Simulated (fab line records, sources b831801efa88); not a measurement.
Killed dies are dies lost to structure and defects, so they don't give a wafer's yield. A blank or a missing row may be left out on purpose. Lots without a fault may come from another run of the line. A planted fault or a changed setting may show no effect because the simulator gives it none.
Which tool did it? | flow sky130 | 12 lots, 36 wafers sampled, at 2 steps of a route of 708

WHAT THE GAUGES READ, wafer by wafer
SKY_POLY_CUT_OVL_MEAS_09.
lot  | measured     | on         | POLY_CUT_OVL (nm)
L625 | day 25 00:54 | overlay-02 | -2 -2 -3
L628 | day 26 11:17 | overlay-02 | -1 -9 -5
L630 | day 26 17:37 | overlay-02 | 2 0 0
L632 | day 27 07:34 | overlay-02 | -9 -9 -8
L634 | day 28 10:13 | overlay-02 | -2 -3 -2
L635 | day 28 11:31 | overlay-01 | 4 4 4
L636 | day 28 20:03 | overlay-02 | -2 -3 -6
L637 | day 29 05:23 | overlay-02 | -4 -14 -9
L638 | day 29 15:02 | overlay-01 | -4 0 -1
L645 | day 31 21:49 | overlay-02 | -5 -9 -8
L647 | day 32 06:28 | overlay-01 | -3 -3 -4
L648 | day 32 08:01 | overlay-02 | -1 1 -3

WHICH TOOL RAN EACH LOT (tool, then ch and the chambers of the sampled wafers, then the start)
lot  | SKY_SPACER_ETCHBACK_02
L625 | rie_diel-03 ch 1,2,3, day 23 17:53
L628 | rie_diel-03 ch 0,2,3, day 25 05:11
L630 | rie_diel-02 ch 0,1,2, day 25 12:19
L632 | rie_diel-02 ch 0,2,3, day 26 01:01
L634 | rie_diel-03 ch 0,1,2, day 27 05:18
L635 | rie_diel-02 ch 1,2,3, day 27 06:31
L636 | rie_diel-02 ch 1,2, day 27 14:54
L637 | rie_diel-03 ch 0,2,3, day 28 00:12
L638 | rie_diel-03 ch 0,1,3, day 28 10:20
L645 | rie_diel-02 ch 0,1,2, day 30 17:51
L647 | rie_diel-04 ch 1,2,3, day 31 02:35
L648 | rie_diel-04 ch 0,1,3, day 31 04:41
- SKY_SPACER_ETCHBACK_02: etches Si3N4 in CH3F/O2, stops on SiO2, time 46.7 s, target depth 45 nm.

WHAT THE TOOLS THEMSELVES READ (means of the sampled wafers that have a number; where no wafer has one, the mark that the record gives instead)
SKY_SPACER_ETCHBACK_02.
lot  | tool        | drypump_motor_current_A (A) | oes_product_au (a.u.) | throttle_valve_pct (%)
L625 | rie_diel-03 | 5.9                         | 0.854                 | 10.561
L628 | rie_diel-03 | 5.8                         | 0.853                 | 10.558
L630 | rie_diel-02 | 5.4                         | 0.864                 | 10.560
L632 | rie_diel-02 | 5.5                         | 0.859                 | 10.553
L634 | rie_diel-03 | 6.0                         | 0.857                 | 10.564
L635 | rie_diel-02 | 5.4                         | 0.862                 | 10.561
L636 | rie_diel-02 | 5.6                         | 0.855                 | 10.569
L637 | rie_diel-03 | 5.8                         | 0.859                 | 10.564
L638 | rie_diel-03 | 6.0                         | 0.852                 | 10.561
L645 | rie_diel-02 | 5.4                         | 0.856                 | 10.560
L647 | rie_diel-04 | 5.4                         | 0.848                 | 10.551
L648 | rie_diel-04 | 5.6                         | 0.856                 | 10.560

THE ANSWER, worked out from the rows above alone
Rule: what is usual is taken from the lots themselves. Put in order of their means at a reading, lots are off if they are a third of the lots or fewer, leave a main group of 4 or more, and stand apart from it by a gap of 3 or more times the standard deviation of the main group's means; of several such gaps the widest counts. A main group whose means are all the same, to the digits that the tables above print for the reading, isn't used. A lot without any number at a reading at which 4 lots or more have one is off too. The other lots that the step has rows for count as sound. The gauges are gone through in route order, then the tools' own readings, and for those a lot's mean is taken as printed above. The first step at which some lot is off is used, and at that step the reading that is off furthest; a lot without a number counts as furthest.
No lot is off at any reading shown: from this, nothing can be told.

WHAT THE SIMULATOR HAD PUT IN
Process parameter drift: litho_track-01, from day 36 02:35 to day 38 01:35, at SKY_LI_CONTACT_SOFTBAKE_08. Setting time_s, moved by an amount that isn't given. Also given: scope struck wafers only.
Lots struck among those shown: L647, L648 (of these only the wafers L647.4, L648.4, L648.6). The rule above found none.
